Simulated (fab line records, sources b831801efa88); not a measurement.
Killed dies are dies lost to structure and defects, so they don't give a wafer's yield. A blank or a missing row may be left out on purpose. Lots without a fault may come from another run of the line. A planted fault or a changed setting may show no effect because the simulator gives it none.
fab line records | flow sky130
record lots=7 wafers=21 last_day=50
route steps=708 shown RES_XHIGH@334 SD_N@342
lots that met no fault: from a run of the same line without faults
start_h: hours from the record's first day to the start of the lot's first wafer shown | wait_h: hours since the lot's step before | " the same as in the row above | L1.1+2: a row that stands for several wafers | - no value, or no start given | * or withheld: withheld | < > ~ a bound
route shown NAME@n: a module of which the file shows steps, and the number in the route of the first | usual: mean/standard deviation of fault-free wafers | same: alike in all rows | chamber/n: place in a boat | sites: the reading at each site | _std_site: their standard deviation | _edge_site: outer sites' mean less inner sites' | radius_mm: how far each site lies from the wafer's centre | mask NAME#n: copy n | behind: the tool/chamber that last shaped the wafer | hold: why the lot was held/for how many hours/how that ended | device: the transistor (n, p or np) that didn't switch | end of line: the same wafers' tests at the end of the route | a step without rows: its recipe alone | killed: dies lost to structure and defects at the first sort, not the wafer's yield | map: a wafer's dies, x killed, . not, _ none there
set.NAME: the setting as run; set.NAME@STEP: as run at that earlier step | model.NAME: the simulator's own value behind a step, which no gauge read
lots at some steps of the route; a table a step, a row a wafer
services: from which hour (start_h, from the record's first day; less than 0 if before it) a tool's chamber was out of use, for how many hours, and why
## steps
# step SKY_RES_XHIGH_COAT_02
# recipe resist=NOVOLAK spin_rpm=3000 resist_thk_nm=1140
# step SKY_RES_XHIGH_SOFTBAKE_03
# recipe temp_c=90 time_s=60 resist=NOVOLAK
# step SKY_RES_XHIGH_EXPOSE_04
# recipe mask_id=URPM na=0.6 source_shape=conventional sigma_outer=0.6 polarization=unpolarized target_cd_nm=1270 dose_mj=140
# step SKY_RES_XHIGH_PEB_05
# recipe temp_c=withheld time_s=* resist=NOVOLAK
# step SKY_RES_XHIGH_DEVELOP_06
# recipe resist=NOVOLAK developer=TMAH develop_time_s=60 dev_temp_c=23
# step SKY_RES_XHIGH_IMPLANT_07
# recipe species=BF2 energy_kev=20 dose_cm2=3.6e+14 tilt_deg=0
# step SKY_RES_XHIGH_STRIP_08
# recipe chemistry=O2/N2 power_w=1400 pressure_mtorr=1500 platen_temp_c=withheld o2_flow_sccm=3000 n2_flow_sccm=300 overash_fraction=0.5
# usual drypump_motor_current_A=5.8/0.43 o2_flow_sccm=3000/8.2 oes_product_au=0.712/0.0045 strip_time_to_endpoint_s=14.28/0.038
# columns lot.wafer tool chamber start_h wait_h drypump_motor_current_A o2_flow_sccm oes_product_au rf_hours_counter_h strip_time_to_endpoint_s
L722.1 plasma_asher-02 1 641.65 0.1 4.9 2995 0.709 22 14.29
L722.5 " 0 " " 5.8 2991 0.715 - 14.26
L722.6 " 1 " " 4.9 2979 0.712 - 14.31
L727.1 plasma_asher-01 0 687.90 0.1 6.2 2994 0.708 60 14.29
L727.3 " 1 " " 5.4 3005 0.709 - 14.24
L727.6 " 0 " " 6.3 2991 0.703 - 14.26
L728.1 plasma_asher-01 0 690.60 0.1 6.2 2993 0.711 60 14.35
L728.4 " 0 " " 6.3 2988 0.718 - 14.32
L728.5 " 0 " " 6.2 2997 0.706 - 14.38
L729.1 plasma_asher-02 0 698.00 0.1 5.8 2999 0.707 28 14.26
L729.3 " 1 " " 4.9 3007 0.707 - 14.32
L729.4 " 0 " " 5.8 3011 0.706 - 14.29
L737.1 plasma_asher-04 0 764.20 0.1 6.1 2997 0.717 2 14.30
L737.3 " 1 " " 6.0 2995 0.718 - 14.30
L737.4 " 0 " " 6.1 2988 0.711 - 14.33
L741.1 plasma_asher-01 0 795.31 0.1 6.3 2993 0.715 70 14.28
L741.3 " 0 " " 6.3 3005 0.711 - 14.20
L741.5 " 0 " " 6.2 2996 0.708 - 14.23
L742.2 plasma_asher-01 1 803.47 0.1 5.4 3003 0.712 71 14.19
L742.3 " 1 " " 5.4 2995 0.704 - 14.25
L742.5 " 1 " " 5.4 3007 0.717 - 14.22
# step SKY_RES_XHIGH_TW_MEAS_09
# usual RES_XHIGH_TW=1638/12
# columns lot.wafer tool chamber start_h wait_h RES_XHIGH_TW
L722.1 film_metro-03 - 641.75 0.1 1629
L722.5 " - " " 1623
L722.6 " - " " 1637
L727.1 film_metro-03 - 688.00 0.1 1633
L727.3 " - " " 1636
L727.6 " - " " 1636
L728.1 film_metro-03 - 690.70 0.1 1635
L728.4 " - " " 1635
L728.5 " - " " 1633
L729.1 film_metro-01 - 698.10 0.1 1649
L729.3 " - " " 1651
L729.4 " - " " 1660
L737.1 film_metro-03 - 764.30 0.1 1636
L737.3 " - " " 1639
L737.4 " - " " 1644
L741.1 film_metro-02 - 795.41 0.1 1638
L741.3 " - " " 1623
L741.5 " - " " 1635
L742.2 film_metro-02 - 803.58 0.1 1632
L742.3 " - " " 1629
L742.5 " - " " 1631
# step SKY_SD_N_DEHYDRATE_00
# recipe temp_c=200 time_s=60
# step SKY_SD_N_HMDS_01
# recipe prime_time_s=60 prime_temp_c=120
# step SKY_SD_N_COAT_02
# recipe resist=NOVOLAK spin_rpm=3000 resist_thk_nm=1140
# step SKY_SD_N_SOFTBAKE_03
# recipe temp_c=90 time_s=60 resist=NOVOLAK
# step SKY_SD_N_EXPOSE_04
# recipe mask_id=NSDM na=0.6 source_shape=conventional sigma_outer=0.6 polarization=unpolarized target_cd_nm=380 dose_mj=141
# usual exposure_dose_mJ_cm2=141.02/0.14 focus_offset_nm=-0.1/0.51 na=0.6/0
# columns lot.wafer tool chamber start_h wait_h mask exposure_dose_mJ_cm2 focus_offset_nm na
L722.1 iline_stepper-02 0 656.79 - NSDM#0 141.33 -0.4 0.6
L722.5 " 0 " " NSDM#0 141.13 0.0 0.6
L722.6 " 0 " " NSDM#0 141.16 -0.6 0.6
L727.1 iline_stepper-02 - 702.05 - NSDM#0 - - -
L727.3 " - " " NSDM#0 - - -
L727.6 " - " " NSDM#0 - - -
L728.1 iline_stepper-02 - 704.71 - NSDM#0 - - -
L728.4 " - " " NSDM#0 - - -
L728.5 " - " " NSDM#0 - - -
L729.1 iline_stepper-02 - 711.76 - NSDM#0 - - -
L729.3 " - " " NSDM#0 - - -
L729.4 " - " " NSDM#0 - - -
L737.1 iline_stepper-02 0 778.05 - NSDM#0 140.85 -0.8 0.6
L737.3 " 0 " " NSDM#0 141.02 -0.2 0.6
L737.4 " 0 " " NSDM#0 140.87 0.1 0.6
L741.1 iline_stepper-02 0 808.49 - NSDM#0 141.08 0.1 0.6
L741.3 " 0 " " NSDM#0 141.04 0.1 0.6
L741.5 " 0 " " NSDM#0 140.82 0.9 0.6
L742.2 iline_stepper-01 0 816.61 - NSDM#0 140.87 -0.6 0.6
L742.3 " 0 " " NSDM#0 140.88 0.1 0.6
L742.5 " 0 " " NSDM#0 141.13 0.0 0.6
# step SKY_SD_N_PEB_05
# recipe temp_c=withheld time_s=* resist=NOVOLAK
## services
# columns tool chamber start_h hours kind
iline_stepper-02 - 629.87 12.3 repair
iline_stepper-02 - 657.60 1.7 pm
plasma_asher-04 - 657.71 2.0 repair
plasma_asher-04 - 687.34 9.6 repair
iline_stepper-01 - 692.26 6.7 repair
plasma_asher-02 - 698.16 0.6 repair
plasma_asher-02 - 701.27 4.0 pm
iline_stepper-01 - 703.37 4.4 pm
iline_stepper-01 - 709.06 2.8 repair
plasma_asher-04 - 733.75 9.0 pm
plasma_asher-04 0 733.75 9.0 vent_cycle
plasma_asher-04 1 733.75 9.0 vent_cycle
plasma_asher-01 - 734.11 4.1 repair
plasma_asher-04 0 742.75 - clean
plasma_asher-04 1 742.75 - clean
plasma_asher-04 - 754.96 0.3 repair
iline_stepper-01 - 811.95 1.7 pm
## key
first_sign step=SKY_SD_N_EXPOSE_04 reading=tool_record direction=missing
effect none on later readings
met_at SKY_SD_N_EXPOSE_04
struck_wafers L727.1,L727.3,L727.6,L728.1,L728.4,L728.5,L729.1,L729.3,L729.4
sort_left_out L727.1,L727.3,L727.6,L728.1,L728.4,L728.5,L729.1,L729.3,L729.4
tester_left_out L727,L728,L729
onset_between 656.79 702.05
fault kind=skipped_step_whole tool=iline_stepper-02 chamber=- onset_h=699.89 steps=SKY_SD_N_EXPOSE_04 scope=struck_lots_only
# tester_left_out: of these lots the tester's yield and bins aren't shown, on N5 and GAA mostly nor the transistor test; their killed dies are dies lost to structure and defects alone, not to doping, threshold or leakage, so they don't give the yield
# sort_left_out: the simulated sort isn't trusted on such a fault, so these wafers' sort isn't shown, and their yield isn't known
